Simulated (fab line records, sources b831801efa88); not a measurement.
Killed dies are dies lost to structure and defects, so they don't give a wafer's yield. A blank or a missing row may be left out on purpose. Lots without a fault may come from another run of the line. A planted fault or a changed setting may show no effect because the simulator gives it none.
Chamber matching | flow sky130 | SKY_VIA2_HDPCVD_00 on hdpcvd-01: 3 sister chambers
The step deposits SiO2, target thk 1180 nm, time 196.7 s. 3 wafers are shown with their chamber, then 8 later ones without.

WAFERS WITH THEIR CHAMBER
wafer  | chamber | sih4_flow_sccm (sccm)
L989.1 | 0       | 60.28
L989.5 | 1       | 59.69
L995.1 | 2       | 60.11

WAFERS WITHOUT THEIR CHAMBER
wafer  | sih4_flow_sccm (sccm)
L995.5 | 60.34
L995.6 | 60.11
L999.2 | 59.99
L999.3 | 59.88
L999.4 | 59.91
L100.1 | 60.26
L100.3 | 60.05
L100.4 | 60.04

WHICH CHAMBER EACH WENT THROUGH
wafer  | from the rows above          | in truth
L995.5 | can't be placed: 0 or 2      | 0
L995.6 | can't be placed: 2 or 0      | 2
L999.2 | can't be placed: 2 or 0 or 1 | 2
L999.3 | can't be placed: 1 or 2 or 0 | 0
L999.4 | can't be placed: 2 or 1 or 0 | 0
L100.1 | can't be placed: 0 or 2      | 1
L100.3 | can't be placed: 2 or 0      | 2
L100.4 | can't be placed: 2 or 0      | 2
Placed correctly: 0 of 8. Can't be placed from these rows: 8 (the true chamber is among the candidates in 7). Placed wrongly: 0.
How it was worked out, from the rows above alone: a wafer's distance from a chamber is the root of the sum, over the readings, of the square of ((its reading less the chamber's mean) divided by the reading's scatter). The wafer belongs to the nearest chamber; if the next one is less than 2 further off, it can't be placed. A chamber's mean is the mean of its shown wafers. The scatter: with one shown wafer a chamber, the root of the mean of the squares of how far each hidden wafer lies from its nearest shown one.
